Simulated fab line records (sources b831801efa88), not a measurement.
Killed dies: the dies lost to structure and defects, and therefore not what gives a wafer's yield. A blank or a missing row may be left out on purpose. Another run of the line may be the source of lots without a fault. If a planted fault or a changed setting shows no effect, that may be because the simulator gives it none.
2 desks, one fault + flow sky130 + every desk sees just its own numbers, and what lay behind them comes last

== THE TOOL OWNER'S DESK: pvd sputter-02 ==
The tool's own readings at SKY_METAL1_SPUTTER_04 (material TiN, target thk 70 nm, time 58.3 s): means of the sampled wafers that have a number, for each lot that ran on this tool. Any lot whose mean is over 4 standard deviations away from the usual mean is out of limits and marked OUT; that distance is given in the brackets.
Columns: A = throttle valve pct at SKY_METAL1_SPUTTER_04, usual 29.7 %
| lot  | first seen here | A    |
|------|-----------------|------|
| L104 | day 33 07:14    | 29.5 |
| L110 | day 35 08:07    | 30.0 |
| L118 | day 37 06:32    | 29.5 |
| L121 | day 38 17:01    | 28.4 |
This desk found nothing out of limits on any of the 4 lots.

== THE METROLOGY DESK ==
What the gauges read, lot by lot, whatever tool the lot ran on: means of the sampled wafers that have a number. Any lot whose mean is over 4 standard deviations away from the usual mean is out of limits and marked OUT; that distance is given in the brackets.
Columns: A = CONTACT_W_RS at SKY_CONTACT_RS_MEAS_25, usual 0.339 ohm/sq; B = METAL1_ALCU_RS at SKY_METAL1_RS_MEAS_05, usual 0.1263 ohm/sq; C = METAL1_ALCU_THK at SKY_METAL1_THK_MEAS_06, usual 254.2 nm
| lot  | first seen here | A     | B      | C                |
|------|-----------------|-------|--------|------------------|
| L999 | day 31 23:26    | 0.339 | 0.1265 | 251.3            |
| L101 | day 32 04:17    | 0.336 | 0.1264 | 255.4            |
| L104 | day 33 06:44    | 0.340 | 0.1255 | 257.6            |
| L108 | day 34 20:25    | 0.348 | 0.1257 | 255.2            |
| L109 | day 34 20:46    | 0.335 | 0.1276 | 250.9            |
| L110 | day 35 07:34    | 0.340 | 0.1266 | 254.8            |
| L111 | day 35 12:41    | 0.338 | 0.1249 | 256.0            |
| L118 | day 37 05:59    | 0.338 | 0.1257 | 250.9            |
| L121 | day 38 16:28    | 0.337 | 0.1270 | 240.7 (-4.7) OUT |
| L122 | day 38 17:01    | 0.336 | 0.1248 | 254.0            |
This desk's finding: out of limits on L121; first on L121, day 38 19:01 (METAL1_ALCU_THK at SKY_METAL1_THK_MEAS_06). Within limits: L999, L101, L104, L108, L109, L110, L111, L118, L122.

== PUT TOGETHER ==
Metrology desk: alarm possible at day 38 19:01 on L121.
The desk of the tool owner found nothing out of limits.
Tool owner's desk: L121 on record, inside its limits.
The lots listed all ran SKY_METAL1_SPUTTER_04 on pvd sputter-02.

== WHAT WAS PUT IN BY THE SIMULATOR ==
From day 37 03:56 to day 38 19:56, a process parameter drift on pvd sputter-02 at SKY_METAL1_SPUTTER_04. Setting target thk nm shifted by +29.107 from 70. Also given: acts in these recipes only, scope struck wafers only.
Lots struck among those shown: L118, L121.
Hours from the fault's start to each desk's first reading out of limits: the metrology desk, 39.
